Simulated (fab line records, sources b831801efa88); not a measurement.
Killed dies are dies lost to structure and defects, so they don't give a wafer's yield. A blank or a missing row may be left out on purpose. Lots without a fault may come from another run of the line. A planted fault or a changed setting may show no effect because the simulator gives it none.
Which tool did it? | flow sky130 | 11 lots, 33 wafers sampled, at 5 steps of a route of 708

WHAT THE GAUGES READ, wafer by wafer
SKY_VIA2_THK_MEAS_01. Usual: VIA2_HDPCVD_THK 1179 nm, standard deviation 15.
lot  | measured     | on            | VIA2_HDPCVD_THK (nm)          | flag
L100 | day 35 17:43 | film_metro-04 | 1196 1208 1182                |
L101 | day 36 02:59 | film_metro-03 | 1197 1180 1197                |
L102 | day 36 12:54 | film_metro-01 | 1177 1164 1180                |
L107 | day 38 01:02 | film_metro-04 | 1180 1190 1165                |
L108 | day 38 09:07 | film_metro-01 | 1168 1170 1163                |
L111 | day 39 00:05 | film_metro-01 | 1147 1171 1174                |
L115 | day 40 23:58 | film_metro-04 | 2062 1170 1163 2061 1170 1164 | OFF
L117 | day 41 06:16 | film_metro-04 | 1189 1180 1176                |
L119 | day 41 16:31 | film_metro-04 | 1182 1166 1163                |
L120 | day 42 00:19 | film_metro-04 | 1181 1191 1176                |
L121 | day 42 08:20 | film_metro-03 | 1192 1160 1164                |

SKY_VIA2_CD_MEAS_12: target cd 200 nm. Usual: cd_nm 199.6 nm, standard deviation 1.5.
lot  | measured     | on        | cd_nm (nm)        | flag
L100 | day 36 19:08 | cd_sem-01 | 199.2 199.6 198.8 |
L101 | day 37 04:03 | cd_sem-01 | 198.5 200.5 199.4 |
L102 | day 37 15:26 | cd_sem-01 | 199.2 199.7 199.0 |
L107 | day 39 02:49 | cd_sem-01 | 200.2 199.0 199.5 |
L108 | day 39 10:25 | cd_sem-01 | 198.5 199.0 198.5 |
L111 | day 40 01:11 | cd_sem-02 | 198.2 198.9 199.2 |
L115 | day 42 00:55 | cd_sem-01 | 198.6 200.0 200.2 |
L117 | day 42 06:07 | cd_sem-02 | 200.3 198.8 199.9 |
L119 | day 42 16:17 | cd_sem-01 | 201.8 200.3 201.6 |
L120 | day 43 00:07 | cd_sem-02 | 203.5 201.6 202.1 |
L121 | day 43 07:47 | cd_sem-02 | 198.9 197.4 196.3 |

WHICH TOOL RAN EACH LOT (tool, then ch and the chambers of the sampled wafers, then the start)
lot  | SKY_VIA1_ETCH_15                   | SKY_METAL2_ETCH_18                | SKY_VIA2_HDPCVD_00
L100 | rie_diel-01 ch 0,1,3, day 34 12:29 | rie_metal-02 ch 0,1, day 35 16:50 | hdpcvd-02 ch 0,1, day 35 17:34
L101 | rie_diel-03 ch 0,1,2, day 34 21:42 | rie_metal-03 ch 0,1, day 36 02:04 | hdpcvd-02 ch 0,1,2, day 36 02:52
L102 | rie_diel-04 ch 0,1,3, day 35 09:20 | rie_metal-02 ch 0,1, day 36 11:59 | hdpcvd-01 ch 0,2, day 36 12:46
L107 | rie_diel-04 ch 2,3, day 36 20:14   | rie_metal-04 ch 0,1, day 38 00:08 | hdpcvd-01 ch 0,1,2, day 38 00:54
L108 | rie_diel-01 ch 2,3, day 37 04:38   | rie_metal-03 ch 0,1, day 38 08:08 | hdpcvd-01 ch 0,1, day 38 08:59
L111 | rie_diel-01 ch 0,2,3, day 37 20:32 | rie_metal-02 ch 0,1, day 38 22:47 | hdpcvd-01 ch 1,2, day 38 23:58
L115 | rie_diel-01 ch 0,1,2, day 39 20:43 | rie_metal-03 ch 0,1, day 40 23:05 | hdpcvd-01 ch 0,1,2, day 40 23:50
L117 | rie_diel-01 ch 0,2,3, day 40 03:12 | rie_metal-03 ch 0,1, day 41 05:19 | hdpcvd-02 ch 1,2, day 41 06:04
L119 | rie_diel-03 ch 1,2, day 40 14:27   | rie_metal-03 ch 0,1, day 41 15:38 | hdpcvd-02 ch 0,2, day 41 16:23
L120 | rie_diel-04 ch 0,1,3, day 40 21:30 | rie_metal-02 ch 0,1, day 41 23:23 | hdpcvd-02 ch 1,2, day 42 00:10
L121 | rie_diel-01 ch 0,1,3, day 41 05:33 | rie_metal-04 ch 0,1, day 42 07:27 | hdpcvd-02 ch 0,1,2, day 42 08:11
- SKY_VIA1_ETCH_15: etches SiO2 in C4F8/O2/Ar, stops on TiN, target depth 351 nm, time 54 s.
- SKY_METAL2_ETCH_18: etches BARC in N2/H2, stops on SiO2, time 45.9 s, target depth 60 nm.
- SKY_VIA2_HDPCVD_00: deposits SiO2, target thk 1180 nm, time 196.7 s.

WHAT THE TOOLS THEMSELVES READ (means of the sampled wafers that have a number; where no wafer has one, the mark that the record gives instead)
SKY_VIA1_ETCH_15. Usual: oes_product_au 0.982 a.u., standard deviation 0.0056; rf_fwd_power_W 1483 W, standard deviation 5.6.
lot  | tool        | oes_product_au (a.u.) | rf_fwd_power_W (W) | flag
L100 | rie_diel-01 | 0.980                 | 1479               |
L101 | rie_diel-03 | 0.981                 | 1483               |
L102 | rie_diel-04 | 0.988                 | 1479               |
L107 | rie_diel-04 | 0.986                 | 1481               |
L108 | rie_diel-01 | 0.983                 | 1487               |
L111 | rie_diel-01 | 0.988                 | 1490               |
L115 | rie_diel-01 | 0.982                 | 1483               |
L117 | rie_diel-01 | 0.986                 | 1487               |
L119 | rie_diel-03 | 0.984                 | 1488               |
L120 | rie_diel-04 | 0.981                 | 1478               |
L121 | rie_diel-01 | 0.987                 | 1482               |

SKY_METAL2_ETCH_18. Usual: drypump_motor_current_A 5.8 A, standard deviation 0.37; oes_product_au 0.855 a.u., standard deviation 0.0045; rf_fwd_power_W 495.3 W, standard deviation 1.9; throttle_valve_pct 13.225 %, standard deviation 0.0087.
lot  | tool         | drypump_motor_current_A (A) | oes_product_au (a.u.) | rf_fwd_power_W (W) | throttle_valve_pct (%) | flag
L100 | rie_metal-02 | 6.1                         | 0.854                 | 496.5              | 13.228                 |
L101 | rie_metal-03 | 5.8                         | 0.859                 | 494.0              | 13.229                 |
L102 | rie_metal-02 | 5.9                         | 0.856                 | 496.0              | 13.224                 |
L107 | rie_metal-04 | 5.6                         | 0.850                 | 495.6              | 13.222                 |
L108 | rie_metal-03 | 5.8                         | 0.857                 | 492.3              | 13.220                 |
L111 | rie_metal-02 | 6.1                         | 0.853                 | 496.4              | 13.226                 |
L115 | rie_metal-03 | 5.5                         | 0.861                 | 494.7              | 13.225                 |
L117 | rie_metal-03 | 5.8                         | 0.855                 | 493.8              | 13.222                 |
L119 | rie_metal-03 | 5.8                         | 0.853                 | 494.6              | 13.221                 |
L120 | rie_metal-02 | 5.9                         | 0.858                 | 498.1              | 13.222                 |
L121 | rie_metal-04 | 5.6                         | 0.852                 | 495.3              | 13.221                 |

SKY_VIA2_HDPCVD_00. Usual: pressure_mtorr 6.000 mTorr, standard deviation 0.012.
lot  | tool      | pressure_mtorr (mTorr) | flag
L100 | hdpcvd-02 | 5.984                  |
L101 | hdpcvd-02 | 6.002                  |
L102 | hdpcvd-01 | 5.996                  |
L107 | hdpcvd-01 | 5.986                  |
L108 | hdpcvd-01 | 6.009                  |
L111 | hdpcvd-01 | 6.001                  |
L115 | hdpcvd-01 | 5.996                  |
L117 | hdpcvd-02 | 6.004                  |
L119 | hdpcvd-02 | 5.998                  |
L120 | hdpcvd-02 | 6.008                  |
L121 | hdpcvd-02 | 5.998                  |

THE ANSWER, worked out from the rows above alone
Rule: a lot is off if the mean of its wafers that have a number lies more than 3 standard deviations from the usual mean. A lot without any number at a reading at which 4 lots or more have one is off too. The other lots that the step has rows for count as sound. The gauges are gone through in route order, then the tools' own readings, and for those a lot's mean is taken as printed above. The first step at which some lot is off is used, and at that step the reading that is off furthest; a lot without a number counts as furthest.
Off: L115, at SKY_VIA2_THK_MEAS_01 (VIA2_HDPCVD_THK).
A tool fits if, at a process step before that reading, it ran every lot that is off, and no sound lot after the first of them. The gauges at SKY_VIA2_THK_MEAS_01 are tried like those tools. One fits: hdpcvd-01 at SKY_VIA2_HDPCVD_00. Its last sound lot is L111 (day 38 23:58), its first lot that is off L115 (day 40 23:50): a fault that began between those two fits.

WHAT THE SIMULATOR HAD PUT IN
Process parameter drift: hdpcvd-01, from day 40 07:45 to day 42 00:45, at SKY_VIA2_HDPCVD_00. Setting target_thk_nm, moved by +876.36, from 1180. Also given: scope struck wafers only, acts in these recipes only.
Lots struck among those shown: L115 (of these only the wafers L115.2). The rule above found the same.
